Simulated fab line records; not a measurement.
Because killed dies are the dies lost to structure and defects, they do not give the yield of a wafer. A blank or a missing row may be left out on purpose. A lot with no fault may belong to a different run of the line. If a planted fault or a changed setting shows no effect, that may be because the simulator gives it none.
fab line records	flow sky130
record: lots: 5	wafers: 15	last_day: 50
route steps=708 shown VIA4@653 METAL5@661 PASSIVATION@681 PAD_OPEN@694
lots that met no fault: taken from a fault-free run of the same line
start_h: the number of hours between the record's first day and the start of the first shown wafer of the lot	wait_h: time in hours since the lot's previous step	" the same as in the row above	L1.1+2: one row covering several wafers at once	- no value present, or no start provided	* or withheld: withheld	< > ~ a bound
route shown NAME@n: names a module that has steps shown in the file, with the first one's number in the route	usual: mean and standard deviation over wafers with no fault	same: alike in all rows	chamber/n: place in a boat	sites: per-site readings	_std_site: how widely they spread, as a standard deviation	_edge_site: the outer-site mean with the inner-site mean subtracted	radius_mm: how far each site lies from the wafer's centre	mask NAME#n: copy n	behind: the last tool/chamber to shape the wafer	hold: why the lot was held/for how many hours/how that ended	device: whichever transistor did not switch (one of n, p or np)	end of line: at the end of the route, the tests of the same wafers	for a step that has no rows: nothing shown but its recipe	killed: the dies lost at the first sort to structure and to defects; this is not the yield of the wafer	map: shows each die of a wafer: x if killed, . if not, _ if none is there
set.NAME: the run value of the setting; set.NAME@STEP: its run value at that earlier step	model.NAME: the simulator's own value behind a step, which no gauge read
lots at some steps of the route; a table a step, a row a wafer
services: from which hour (start_h, from the record's first day; less than 0 if before it) a tool's chamber was out of use, for how many hours, and why
== steps ==
step: SKY_VIA4_STRIP_14
recipe: chemistry: post_etch_residue_remover	time_s: 1200	temp_c: 72.5
step: SKY_VIA4_CLEAN_15
recipe: chemistry: IPA	time_s: 180	temp_c: 25
step: SKY_VIA4_CLEAN_16
recipe: chemistry: O3/DIW	dry: n2_spin
step: SKY_VIA4_SPUTTER_17
recipe: material: TiN	target_thk_nm: 20	chamber_pressure_pa: 5	power_w: 4000	time_s: 80
step: SKY_VIA4_CVD_18
recipe: material: W	target_thk_nm: 505	time_s: 152.14	temp_c: 400	pressure_torr: 40
usual: heater_power_w: 861/100
lot.wafer	tool	chamber	start_h	wait_h	heater_power_w
L349.2	cvd_w-02	1	1019.70	0.0	813
L349.3	"	1	"	"	837
L349.6	"	0	"	"	991
L360.2	cvd_w-02	1	1089.40	0.0	854
L360.5	"	1	"	"	852
L360.6	"	0	"	"	1024
L362.2	cvd_w-02	1	1101.47	0.0	831
L362.3	"	0	"	"	1006
L362.6	"	0	"	"	1028
L364.1	cvd_w-02	1	1118.49	0.0	845
L364.2	"	0	"	"	1010
L364.3	"	1	"	"	847
L365.1	cvd_w-02	0	1151.55	0.0	1018
L365.3	"	1	"	"	851
L365.4	"	0	"	"	1014
step: SKY_VIA4_RS_MEAS_19
recipe: thk_meas_gauge: four-point-probe	reads: W_of_VIA4_CVD_18+TiN_of_VIA4_SPUTTER_17
usual: VIA4_W_RS: 0.2274/0.0026
lot.wafer	tool	chamber	start_h	wait_h	VIA4_W_RS[ohm/sq]
L349.2	film_metro-03	-	1019.87	0.1	0.2254
L349.3	"	-	"	"	0.2255
L349.6	"	-	"	"	0.2263
L360.2	film_metro-03	-	1089.57	0.1	0.2300
L360.5	"	-	"	"	0.2313
L360.6	"	-	"	"	0.2275
L362.2	film_metro-03	-	1101.64	0.1	0.2289
L362.3	"	-	"	"	0.2243
L362.6	"	-	"	"	0.2258
L364.1	film_metro-01	-	1118.64	0.1	0.2279
L364.2	"	-	"	"	0.2292
L364.3	"	-	"	"	0.2277
L365.1	film_metro-01	-	1151.70	0.1	0.2231
L365.3	"	-	"	"	0.2243
L365.4	"	-	"	"	0.2226
step: SKY_VIA4_THK_MEAS_20
recipe: thk_meas_gauge: xrf	reads: W_of_VIA4_CVD_18
usual: VIA4_W_THK: 503/7.5
lot.wafer	tool	chamber	start_h	wait_h	VIA4_W_THK[nm]
L349.2	film_metro-03	-	1019.98	0.1	507
L349.3	"	-	"	"	512
L349.6	"	-	"	"	509
L360.2	film_metro-03	-	1089.68	0.1	497
L360.5	"	-	"	"	493
L360.6	"	-	"	"	505
L362.2	film_metro-03	-	1101.75	0.1	500
L362.3	"	-	"	"	510
L362.6	"	-	"	"	506
L364.1	film_metro-01	-	1118.76	0.1	508
L364.2	"	-	"	"	503
L364.3	"	-	"	"	504
L365.1	film_metro-01	-	1151.82	0.1	519
L365.3	"	-	"	"	517
L365.4	"	-	"	"	520
step: SKY_VIA4_CMP_21
recipe: stop_on: SiO2	t_overpolish_s: 25	down_force_psi: 3.5	platen_rpm: 60	target_thk_nm: 0	pad_velocity_m_s: 0.94248
step: SKY_METAL5_SPUTTER_00
recipe: material: Ti	target_thk_nm: 15	power_w: 3000	time_s: 10	chamber_pressure_pa: 0.4
usual: throttle_valve_pct: 30.1/0.64
lot.wafer	tool	chamber	start_h	wait_h	throttle_valve_pct
L349.2	pvd_sputter-03	-	1020.33	0.2	30.5
L349.3	"	-	"	"	29.5
L349.6	"	-	"	"	29.4
L360.2	pvd_sputter-02	-	1090.03	0.2	29.1
L360.5	"	-	"	"	28.8
L360.6	"	-	"	"	30.5
L362.2	pvd_sputter-03	-	1102.10	0.1	30.0
L362.3	"	-	"	"	30.6
L362.6	"	-	"	"	29.8
L364.1	pvd_sputter-03	-	1119.12	0.2	29.9
L364.2	"	-	"	"	29.9
L364.3	"	-	"	"	29.8
L365.1	pvd_sputter-02	-	1152.18	0.2	28.9
L365.3	"	-	"	"	31.3
L365.4	"	-	"	"	29.4
step: SKY_METAL5_SPUTTER_01
recipe: material: TiN	target_thk_nm: 20	power_w: 6500	time_s: 16.7	chamber_pressure_pa: 0.4
step: SKY_METAL5_SPUTTER_02
recipe: material: AlCu	target_thk_nm: 1150	power_w: 10600	time_s: 61.2	chamber_pressure_pa: 0.4
usual: throttle_valve_pct: 30.1/0.64
lot.wafer	tool	chamber	start_h	wait_h	throttle_valve_pct
L349.2	pvd_sputter-03	-	1020.38	0.0	30.4
L349.3	"	-	"	"	29.5
L349.6	"	-	"	"	30.0
L360.2	pvd_sputter-02	-	1090.08	0.0	29.3
L360.5	"	-	"	"	29.0
L360.6	"	-	"	"	30.5
L362.2	pvd_sputter-03	-	1102.15	0.0	29.9
L362.3	"	-	"	"	30.3
L362.6	"	-	"	"	29.6
L364.1	pvd_sputter-03	-	1119.17	0.0	29.9
L364.2	"	-	"	"	30.1
L364.3	"	-	"	"	29.9
L365.1	pvd_sputter-02	-	1152.23	0.0	29.2
L365.3	"	-	"	"	31.6
L365.4	"	-	"	"	29.6
step: SKY_METAL5_SPUTTER_03
recipe: material: Ti	target_thk_nm: 5	power_w: 3000	time_s: 3.3	chamber_pressure_pa: 0.3912
usual: throttle_valve_pct: 30.1/0.64
lot.wafer	tool	chamber	start_h	wait_h	throttle_valve_pct
L349.2	pvd_sputter-03	-	1020.43	0.0	30.7
L349.3	"	-	"	"	29.7
L349.6	"	-	"	"	29.7
L360.2	pvd_sputter-02	-	1090.13	0.0	28.9
L360.5	"	-	"	"	29.0
L360.6	"	-	"	"	30.5
L362.2	pvd_sputter-03	-	1102.20	0.0	30.1
L362.3	"	-	"	"	30.3
L362.6	"	-	"	"	30.0
L364.1	pvd_sputter-03	-	1119.22	0.0	29.9
L364.2	"	-	"	"	29.9
L364.3	"	-	"	"	30.0
L365.1	pvd_sputter-02	-	1152.28	0.0	29.1
L365.3	"	-	"	"	31.6
L365.4	"	-	"	"	29.3
step: SKY_METAL5_SPUTTER_04
recipe: material: TiN	target_thk_nm: 70	power_w: 6500	time_s: 58.3	chamber_pressure_pa: 0.4
usual: throttle_valve_pct: 30.1/0.61
lot.wafer	tool	chamber	start_h	wait_h	throttle_valve_pct	model.TiN_of_METAL5_SPUTTER_04.thk_nm
L349.2	pvd_sputter-03	-	1020.45	0.0	30.4	55.45
L349.3	"	-	"	"	29.6	71.01
L349.6	"	-	"	"	29.8	70.57
L360.2	pvd_sputter-02	-	1090.15	0.0	29.2	70.13
L360.5	"	-	"	"	28.8	69.99
L360.6	"	-	"	"	30.8	70.91
L362.2	pvd_sputter-03	-	1102.22	0.0	29.8	69.3
L362.3	"	-	"	"	30.7	68.89
L362.6	"	-	"	"	29.7	68.08
L364.1	pvd_sputter-03	-	1119.24	0.0	29.6	69.46
L364.2	"	-	"	"	29.8	70
L364.3	"	-	"	"	30.0	68.74
L365.1	pvd_sputter-02	-	1152.30	0.0	29.2	69.69
L365.3	"	-	"	"	30.9	69.13
L365.4	"	-	"	"	29.6	68.76
step: SKY_METAL5_RS_MEAS_05
recipe: thk_meas_gauge: four-point-probe	reads: TiN_of_METAL5_SPUTTER_04+Ti_of_METAL5_SPUTTER_03+AlCu_of_METAL5_SPUTTER_02+TiN_of_METAL5_SPUTTER_01+Ti_of_METAL5_SPUTTER_00
usual: METAL5_ALCU_RS: 0.0271/0.00031
lot.wafer	tool	chamber	start_h	wait_h	METAL5_ALCU_RS[ohm/sq]
L349.2	film_metro-01	-	1020.52	0.0	0.0274
L349.3	"	-	"	"	0.0269
L349.6	"	-	"	"	0.0271
L360.2	film_metro-02	-	1090.22	0.0	0.0271
L360.5	"	-	"	"	0.0270
L360.6	"	-	"	"	0.0271
L362.2	film_metro-03	-	1102.29	0.0	0.0271
L362.3	"	-	"	"	0.0275
L362.6	"	-	"	"	0.0279
L364.1	film_metro-01	-	1119.29	0.0	0.0272
L364.2	"	-	"	"	0.0269
L364.3	"	-	"	"	0.0273
L365.1	film_metro-02	-	1152.35	0.0	0.0269
L365.3	"	-	"	"	0.0269
L365.4	"	-	"	"	0.0271
step: SKY_METAL5_THK_MEAS_06
recipe: thk_meas_gauge: xrf	reads: AlCu_of_METAL5_SPUTTER_02
usual: METAL5_ALCU_THK: 1141/14
lot.wafer	tool	chamber	start_h	wait_h	METAL5_ALCU_THK[nm]
L349.2	film_metro-01	-	1020.63	0.1	1169
L349.3	"	-	"	"	1138
L349.6	"	-	"	"	1142
L360.2	film_metro-02	-	1090.33	0.1	1150
L360.5	"	-	"	"	1148
L360.6	"	-	"	"	1139
L362.2	film_metro-03	-	1102.40	0.1	1147
L362.3	"	-	"	"	1121
L362.6	"	-	"	"	1116
L364.1	film_metro-01	-	1119.41	0.1	1125
L364.2	"	-	"	"	1142
L364.3	"	-	"	"	1132
L365.1	film_metro-02	-	1152.47	0.1	1149
L365.3	"	-	"	"	1153
L365.4	"	-	"	"	1140
step: SKY_METAL5_DEHYDRATE_07
recipe: temp_c: 200	time_s: 60
step: SKY_METAL5_HMDS_08
recipe: prime_time_s: 60	prime_temp_c: 120
step: SKY_METAL5_COAT_09
recipe: resist: NOVOLAK	spin_rpm: 3000	resist_thk_nm: 1800
step: SKY_METAL5_SOFTBAKE_10
recipe: temp_c: 90	time_s: 60	resist: NOVOLAK
step: SKY_METAL5_EXPOSE_11
recipe: mask_id: MM5	na: 0.6	source_shape: conventional	sigma_outer: 0.6	polarization: unpolarized	target_cd_nm: 1600	dose_mj: 190
step: SKY_METAL5_PEB_12
recipe: temp_c: withheld	time_s: *	resist: NOVOLAK
step: SKY_METAL5_DEVELOP_13
recipe: resist: NOVOLAK	developer: TMAH	develop_time_s: 60	dev_temp_c: 23
step: SKY_METAL5_DESCUM_14
recipe: chemistry: O2	source_power_w: 150	bias_power_w: 0	pressure_mtorr: 10	temp_c: 40	time_s: 11
step: SKY_METAL5_METAL_ETCH_15
recipe: target_depth_a: 12600	stop_on: SiO2	over_etch_frac: 0.2	time_s: 252	chemistry: Cl2/BCl3	resist_sidewall_deg: 86	pressure_mtorr: 10	icp_w: 900	bias_w: 48.5	Cl2_flow_sccm: 60	bcl3_flow_sccm: 30
step: SKY_METAL5_STRIP_16
recipe: chemistry: O2/N2	power_w: 1400	pressure_mtorr: 1500	platen_temp_c: withheld	o2_flow_sccm: 3000	n2_flow_sccm: 300	overash_fraction: 0.5
step: SKY_METAL5_STRIP_17
recipe: chemistry: post_etch_residue_remover	time_s: 1200	temp_c: 72.5
lot.wafer	tool	chamber	start_h	wait_h	model.TiN_of_METAL5_SPUTTER_04.thk_nm
L349.2	wet_bench-03	0	1042.56	0.1	55.03
L349.3	"	0	"	"	70.58
L349.6	"	0	"	"	70.14
L360.2	wet_bench-02	2	1110.72	0.1	69.71
L360.5	"	2	"	"	69.57
L360.6	"	2	"	"	70.49
L362.2	wet_bench-02	0	1122.19	0.1	68.88
L362.3	"	0	"	"	68.47
L362.6	"	0	"	"	67.66
L364.1	wet_bench-04	0	1138.82	0.1	69.04
L364.2	"	0	"	"	69.58
L364.3	"	0	"	"	68.32
L365.1	wet_bench-03	2	1169.19	0.1	69.26
L365.3	"	2	"	"	68.71
L365.4	"	2	"	"	68.34
step: SKY_METAL5_CLEAN_18
recipe: chemistry: IPA	time_s: 180	temp_c: 25
step: SKY_METAL5_CLEAN_19
recipe: chemistry: O3/DIW	dry: n2_spin
step: SKY_PASSIVATION_CVD_00
recipe: material: SiO2	target_thk_nm: 90	temp_c: 400	time_s: withheld	rf_w: 600
step: SKY_PASSIVATION_THK_MEAS_01
recipe: reads: SiO2_of_PASSIVATION_CVD_00
usual: PASSIVATION_CVD_00_THK: 89.7/1.2
lot.wafer	tool	chamber	start_h	wait_h	PASSIVATION_CVD_00_THK[nm]
L349.2	film_metro-04	-	1043.08	-	88.2
L349.3	"	-	"	"	89.1
L349.6	"	-	"	"	89.8
L360.2	film_metro-02	-	1111.25	-	88.8
L360.5	"	-	"	"	91.0
L360.6	"	-	"	"	89.9
L362.2	film_metro-03	-	1122.75	-	88.1
L362.3	"	-	"	"	88.4
L362.6	"	-	"	"	89.2
L364.1	film_metro-03	-	1139.34	-	90.5
L364.2	"	-	"	"	89.7
L364.3	"	-	"	"	88.3
L365.1	film_metro-04	-	1169.71	-	89.7
L365.3	"	-	"	"	88.4
L365.4	"	-	"	"	90.9
step: SKY_PASSIVATION_CVD_02
recipe: material: Si3N4	target_thk_nm: 540	temp_c: 400	time_s: withheld	rf_w: 450
step: SKY_PASSIVATION_THK_MEAS_03
recipe: reads: Si3N4_of_PASSIVATION_CVD_02
usual: PASSIVATION_CVD_02_THK: 538/7.4
lot.wafer	tool	chamber	start_h	wait_h	PASSIVATION_CVD_02_THK[nm]
L349.2	film_metro-02	-	1043.37	-	527
L349.3	"	-	"	"	537
L349.6	"	-	"	"	543
L360.2	film_metro-03	-	1111.54	-	542
L360.5	"	-	"	"	548
L360.6	"	-	"	"	549
L362.2	film_metro-04	-	1123.04	-	534
L362.3	"	-	"	"	532
L362.6	"	-	"	"	542
L364.1	film_metro-02	-	1139.74	-	530
L364.2	"	-	"	"	538
L364.3	"	-	"	"	547
L365.1	film_metro-02	-	1169.99	-	521
L365.3	"	-	"	"	525
L365.4	"	-	"	"	534
step: SKY_PASSIVATION_DEHYDRATE_04
recipe: temp_c: 200	time_s: 60
step: SKY_PASSIVATION_HMDS_05
recipe: prime_time_s: 60	prime_temp_c: 120
step: SKY_PASSIVATION_COAT_06
recipe: spin_rpm: 2000	resist_thk_nm: 3000
step: SKY_PASSIVATION_SOFTBAKE_07
recipe: temp_c: 110	time_s: withheld
step: SKY_PASSIVATION_EXPOSE_08
recipe: mask_id: NSM	target_cd_nm: 3000	na: 0.57	dose_mj: 260
step: SKY_PASSIVATION_PEB_09
recipe: temp_c: 115	time_s: withheld
step: SKY_PASSIVATION_DEVELOP_10
recipe: develop_time_s: 60	dev_temp_c: 21.89
step: SKY_PASSIVATION_ETCH_11
recipe: chemistry: CF4/O2	target_depth_nm: 725	stop_on: AlCu	source_w: 800	bias_w: 150	pressure_mtorr: 150	cf4_flow_sccm: 80	O2_flow_sccm: 10	time_s: 161.1
usual: drypump_motor_current_A: 5.8/0.32	oes_product_au: 0.976/0.0079	throttle_valve_pct: 5.964/0.0087
lot.wafer	tool	chamber	start_h	wait_h	drypump_motor_current_A	oes_product_au	rf_hours_counter_h	throttle_valve_pct	model.PASSIVATION.feature_depth_nm
L349.2	rie_diel-03	3	1064.33	-	5.7	0.953	16	5.961	675.4
L349.3	"	1	"	"	6.3	0.970	20	5.977	701.4
L349.6	"	1	"	"	6.4	0.978	-	5.966	708.1
L360.2	rie_diel-03	1	1131.11	-	6.4	0.985	23	5.973	705.8
L360.5	"	3	"	"	5.8	0.983	-	5.961	713
L360.6	"	2	"	"	5.7	0.984	-	5.972	714.8
L362.2	rie_diel-01	1	1141.47	-	5.7	0.973	22	5.951	695.3
L362.3	"	2	"	"	5.6	0.976	24	5.975	694.3
L362.6	"	0	"	"	6.3	0.984	-	5.976	703.3
L364.1	rie_diel-02	2	1157.36	-	5.7	0.968	25	5.957	694.7
L364.2	"	0	"	"	5.5	0.981	9	5.964	702.4
L364.3	"	1	"	"	6.3	0.974	31	5.973	708.3
L365.1	rie_diel-01	2	1185.77	-	5.7	0.961	1	5.959	685.1
L365.3	"	0	"	"	6.3	0.964	20	5.966	686.8
L365.4	"	3	"	"	5.6	0.969	11	5.954	698.3
step: SKY_PASSIVATION_STRIP_12
recipe: chemistry: O2/N2	power_w: 1400	pressure_mtorr: 1500	platen_temp_c: withheld	overash_fraction: 0.7	o2_flow_sccm: 3000	n2_flow_sccm: 300
usual: drypump_motor_current_A: 5.9/0.62	n2_flow_sccm: 300.0/0.93	oes_product_au: 0.660/0.0046	strip_time_to_endpoint_s: 31.50/0.14
lot.wafer	tool	chamber	start_h	wait_h	drypump_motor_current_A	n2_flow_sccm	oes_product_au	rf_hours_counter_h	strip_time_to_endpoint_s
L349.2	plasma_asher-02	0	1064.44	0.1	5.2	300.1	0.661	59	31.60
L349.3	"	0	"	"	5.2	299.3	0.662	-	31.59
L349.6	"	1	"	"	6.6	301.4	0.664	-	31.57
L360.2	plasma_asher-04	1	1131.21	0.1	5.4	299.3	0.656	100	31.47
L360.5	"	1	"	"	5.3	299.6	0.663	-	31.59
L360.6	"	0	"	"	6.5	301.0	0.655	-	31.29
L362.2	plasma_asher-04	0	1141.58	0.1	6.5	300.6	0.660	101	31.24
L362.3	"	1	"	"	5.3	299.0	0.661	-	31.32
L362.6	"	0	"	"	6.5	300.2	0.665	-	31.39
L364.1	plasma_asher-04	0	1157.46	0.1	6.5	299.1	0.651	103	31.45
L364.2	"	1	"	"	5.3	300.1	0.660	103	31.49
L364.3	"	1	"	"	5.3	300.6	0.663	-	31.68
L365.1	plasma_asher-04	0	1185.88	0.1	6.5	298.2	0.658	107	31.48
L365.3	"	1	"	"	5.4	300.5	0.656	-	31.41
L365.4	"	0	"	"	6.5	300.4	0.659	-	31.58
step: SKY_PAD_OPEN_DEHYDRATE_00
recipe: temp_c: 200	time_s: 60
step: SKY_PAD_OPEN_ETCH_07
recipe: chemistry: CF4/O2	target_depth_nm: 725	stop_on: AlCu	source_w: 800	bias_w: 150	pressure_mtorr: 150	cf4_flow_sccm: 80	O2_flow_sccm: 10	time_s: 161.1
usual: drypump_motor_current_A: 5.7/0.34	oes_product_au: 0.976/0.0074	throttle_valve_pct: 5.964/0.0086
lot.wafer	tool	chamber	start_h	wait_h	drypump_motor_current_A	oes_product_au	rf_hours_counter_h	throttle_valve_pct	model.PAD_OPEN.feature_depth_nm
L349.2	rie_diel-03	0	1085.28	-	5.7	0.955	17	5.959	675.4
L349.3	"	3	"	"	5.7	0.972	17	5.949	701.4
L349.6	"	2	"	"	5.8	0.984	-	5.965	708.1
L360.2	rie_diel-02	0	1149.09	-	5.5	0.981	8	5.968	705.8
L360.5	"	1	"	"	6.3	0.974	-	5.962	706.2
L360.6	"	2	"	"	5.7	0.980	-	5.973	714.8
L362.2	rie_diel-04	0	1159.29	-	5.7	0.974	19	5.970	695.3
L362.3	"	2	"	"	6.0	0.969	28	5.955	694.3
L362.6	"	2	"	"	6.0	0.976	-	5.960	703.3
L364.1	rie_diel-04	3	1173.81	-	5.5	0.980	29	5.950	694.7
L364.2	"	1	"	"	5.7	0.974	3	5.980	702.4
L364.3	"	0	"	"	5.8	0.980	20	5.981	708.3
L365.1	rie_diel-04	2	1202.24	-	6.0	0.962	30	5.960	685.1
L365.3	"	3	"	"	5.6	0.964	30	5.980	686.8
L365.4	"	2	"	"	6.0	0.971	-	5.949	698.3
step: SKY_PAD_OPEN_PROBE_99
usual: defect_limited_yield: 82.3/2	killed_at_M0_to_M3: 43/6.8	killed_at_M4_up: 3.2/1.9	killed_at_contacts: 24/5	killed_at_front_end: 16/4.9	killed_at_other: 0.4/0.76	killed_dies: 87/10	killed_on_rim: 17/3.9	killed_open: 47/7.3	killed_short: 39/6.2	sort_bin_3_pad_short: 0.9/0.4	sort_bin_5_function: 10.5/1.5	sort_bin_6_memory: 6.4/1.2	sort_n_pass: 405/10	sort_yield_pct: 82.3/2
same: gross_dies: 492	killed_at_back_side: 0	sort_bin_4_leakage[%]: 0	sort_bin_8_speed[%]: 0
lot.wafer	tool	chamber	start_h	wait_h	defect_limited_yield[%]	killed_at_M0_to_M3	killed_at_M4_up	killed_at_contacts	killed_at_front_end	killed_at_other	killed_dies	killed_on_rim	killed_open	killed_short	sort_bin_3_pad_short[%]	sort_bin_5_function[%]	sort_bin_6_memory[%]	sort_n_pass	sort_yield_pct[%]
L349.2	prober-01	-	1087.66	0.1	84.1	39	3	28	7	1	78	18	40	37	0.6	11.0	4.3	414	84.1
L349.3	prober-01	-	1087.71	0.2	83.9	43	5	18	12	1	79	13	34	43	1.2	10.4	4.5	413	83.9
L349.6	prober-01	-	1087.86	0.2	82.1	44	3	27	14	0	88	17	46	40	1.2	10.4	6.3	404	82.1
L360.2	prober-02	-	1151.46	0.1	81.7	43	3	27	17	0	90	19	39	51	0.8	10.6	6.9	402	81.7
L360.5	prober-02	-	1151.61	0.2	84.3	29	1	33	14	0	77	13	41	36	0.6	9.1	5.9	415	84.3
L360.6	prober-02	-	1151.66	0.2	82.1	35	3	33	17	0	88	19	47	41	0.8	10.4	6.7	404	82.1
L362.2	prober-02	-	1161.75	0.1	84.6	34	5	24	12	1	76	19	41	34	0.2	9.1	6.1	416	84.6
L362.3	prober-02	-	1161.80	0.2	84.6	39	3	22	11	1	76	16	36	38	1.2	9.1	5.1	416	84.6
L362.6	prober-02	-	1161.95	0.2	82.1	52	2	22	11	1	88	12	50	38	0.8	10.0	7.1	404	82.1
L364.1	prober-02	-	1176.20	0.1	81.5	52	1	19	19	0	91	20	46	45	0.6	11.6	6.3	401	81.5
L364.2	prober-02	-	1176.25	0.1	79.3	56	3	27	15	1	102	19	66	35	0.4	14.0	6.3	390	79.3
L364.3	prober-02	-	1176.30	0.2	80.3	53	3	21	20	0	97	15	49	48	1.0	11.6	7.1	395	80.3
L365.1	prober-02	-	1204.56	0.1	83.1	45	3	23	12	0	83	17	49	34	1.2	8.5	7.1	409	83.1
L365.3	prober-02	-	1204.66	0.2	81.1	47	1	19	25	1	93	20	54	39	0.2	11.4	7.3	399	81.1
L365.4	prober-02	-	1204.71	0.2	83.1	50	4	20	8	1	83	16	50	33	0.4	9.8	6.7	409	83.1
killed by level:class
L349.2 VIA1:geometric_particle:open=11 LI_CONTACT:geometric_particle:open=9 METAL1:geometric_particle:short=8 LI_CONTACT:geometric_particle:short=6 CONTACT:geometric_particle:short=5 VIA2:geometric_particle:open=5 VIA3:geometric_particle:open=4 POLY_GATE:geometric_particle:open=3
L349.3 VIA1:geometric_particle:open=10 METAL1:geometric_particle:short=7 FIELD_ISO:geometric_particle:open=6 CONTACT:geometric_particle:short=6 VIA1:geometric_particle:short=6 VIA2:geometric_particle:open=5 VIA3:geometric_particle:open=4 LI_CONTACT:geometric_particle:open=4
L349.6 VIA1:geometric_particle:open=12 LI_CONTACT:geometric_particle:open=9 LOCAL_INTERCONNECT:geometric_particle:short=6 CONTACT:geometric_particle:open=5 METAL1:geometric_particle:open=5 VIA2:geometric_particle:short=5 VIA1:geometric_particle:short=4 LI_CONTACT:geometric_particle:short=4
L360.2 METAL1:geometric_particle:short=10 VIA1:geometric_particle:open=9 CONTACT:geometric_particle:open=9 VIA1:geometric_particle:short=7 FIELD_ISO:geometric_particle:open=6 LOCAL_INTERCONNECT:geometric_particle:short=6 POLY_GATE:geometric_particle:short=5 LI_CONTACT:geometric_particle:short=4
L360.5 CONTACT:geometric_particle:open=10 LI_CONTACT:geometric_particle:open=9 CONTACT:geometric_particle:short=7 VIA1:geometric_particle:open=7 POLY_GATE:geometric_particle:short=4 LOCAL_INTERCONNECT:geometric_particle:short=4 METAL1:geometric_particle:short=4 METAL2:geometric_particle:short=4
L360.6 LI_CONTACT:geometric_particle:open=11 VIA1:geometric_particle:open=10 CONTACT:geometric_particle:open=9 LOCAL_INTERCONNECT:geometric_particle:short=5 POLY_GATE:geometric_particle:short=4 LI_CONTACT:geometric_particle:short=4 CONTACT:geometric_particle:short=4 METAL2:geometric_particle:short=4
L362.2 LI_CONTACT:geometric_particle:open=7 VIA1:geometric_particle:open=7 METAL2:geometric_particle:short=6 CONTACT:geometric_particle:short=6 VIA3:geometric_particle:open=6 FIELD_ISO:geometric_particle:open=5 LOCAL_INTERCONNECT:geometric_particle:short=4 CONTACT:geometric_particle:open=4
L362.3 CONTACT:geometric_particle:open=8 VIA1:geometric_particle:open=8 VIA1:geometric_particle:short=8 CONTACT:geometric_particle:short=5 METAL1:geometric_particle:short=5 METAL2:geometric_particle:short=5 LI_CONTACT:geometric_particle:open=4 FIELD_ISO:geometric_particle:open=3
L362.6 CONTACT:geometric_particle:open=9 VIA1:geometric_particle:open=9 VIA3:geometric_particle:open=8 LI_CONTACT:geometric_particle:open=6 METAL1:geometric_particle:short=6 VIA2:geometric_particle:open=6 CONTACT:geometric_particle:short=5 FIELD_ISO:geometric_particle:short=4
L364.1 VIA2:geometric_particle:open=8 METAL1:geometric_particle:short=8 VIA1:geometric_particle:open=8 VIA3:geometric_particle:open=7 CONTACT:geometric_particle:open=7 POLY_GATE:geometric_particle:open=6 VIA3:geometric_particle:short=6 VIA1:geometric_particle:short=5
L364.2 VIA1:geometric_particle:open=16 CONTACT:geometric_particle:open=11 VIA2:geometric_particle:open=10 LI_CONTACT:geometric_particle:open=9 VIA3:geometric_particle:open=9 FIELD_ISO:geometric_particle:short=6 METAL1:geometric_particle:short=6 VIA2:geometric_particle:short=5
L364.3 VIA1:geometric_particle:open=12 VIA2:geometric_particle:open=8 POLY_GATE:geometric_particle:open=6 LOCAL_INTERCONNECT:geometric_particle:short=6 METAL2:geometric_particle:short=6 VIA3:geometric_particle:open=6 FIELD_ISO:geometric_particle:short=5 LI_CONTACT:geometric_particle:open=5
L365.1 VIA1:geometric_particle:open=16 LI_CONTACT:geometric_particle:open=8 METAL1:geometric_particle:short=8 CONTACT:geometric_particle:open=6 VIA3:geometric_particle:open=5 FIELD_ISO:geometric_particle:short=4 LI_CONTACT:geometric_particle:short=4 VIA2:geometric_particle:open=3
L365.3 VIA3:geometric_particle:open=10 VIA1:geometric_particle:open=9 FIELD_ISO:geometric_particle:open=7 POLY_GATE:geometric_particle:short=7 CONTACT:geometric_particle:short=6 CONTACT:geometric_particle:open=6 VIA2:geometric_particle:open=6 POLY_GATE:geometric_particle:open=5
L365.4 VIA1:geometric_particle:open=14 VIA3:geometric_particle:open=9 CONTACT:geometric_particle:open=8 VIA2:geometric_particle:open=7 METAL1:geometric_particle:short=6 LI_CONTACT:geometric_particle:open=5 VIA2:geometric_particle:short=5 CONTACT:geometric_particle:short=4
== services ==
tool	chamber	start_h	hours	kind
wet_bench-02	-	995.87	1.1	repair
rie_diel-02	0	1005.96	1.2	repair
pvd_sputter-03	0	1036.10	-	consumable_replace:kit
pvd_sputter-03	0	1036.10	18.0	scheduled_down
pvd_sputter-03	0	1036.10	18.0	vent_cycle
rie_diel-04	1	1039.30	4.3	repair
rie_diel-03	2	1053.31	11.8	repair
rie_diel-01	1	1058.10	4.6	repair
rie_diel-01	-	1060.23	2.8	pm
rie_diel-04	2	1060.72	6.0	repair
rie_diel-02	0	1070.52	6.6	repair
rie_diel-04	1	1085.85	9.9	repair
rie_diel-04	-	1103.65	0.3	repair
rie_diel-02	3	1110.17	19.7	repair
pvd_sputter-03	3	1117.30	-	consumable_replace:kit
plasma_asher-02	-	1122.60	73.2	repair
pvd_sputter-02	-	1124.34	0.6	repair
rie_diel-03	-	1128.79	2.1	repair
rie_diel-04	3	1129.79	11.0	repair
rie_diel-03	-	1148.51	14.6	pm
pvd_sputter-03	-	1151.14	3.7	repair
rie_diel-02	0	1172.47	11.9	repair
plasma_asher-02	-	1195.81	2.8	pm
pvd_sputter-02	-	1200.49	3.4	repair
== key ==
first_sign none at tools or gauges
model_effect: step: SKY_METAL5_SPUTTER_04	value: TiN_of_METAL5_SPUTTER_04.thk_nm	without: 71.03	struck: 55.45
model_effect: step: SKY_METAL5_STRIP_17	value: TiN_of_METAL5_SPUTTER_04.thk_nm	without: 70.61	struck: 55.03
model_effect: step: SKY_PASSIVATION_ETCH_11	value: PASSIVATION.feature_depth_nm	without: 691	struck: 675.4
model_effect: step: SKY_PAD_OPEN_ETCH_07	value: PAD_OPEN.feature_depth_nm	without: 691	struck: 675.4
met_at SKY_METAL5_SPUTTER_04
struck_wafers L349.2
fault: kind: process_parameter_drift	tool: pvd_sputter-03	chamber: -	onset_h: 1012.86	steps: SKY_METAL5_SPUTTER_04	channel: target_thk_nm	offset: -15.58	shape: step	end_h: 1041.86	scope: struck_wafers_only	acts_in: these_recipes_only	stated: 70
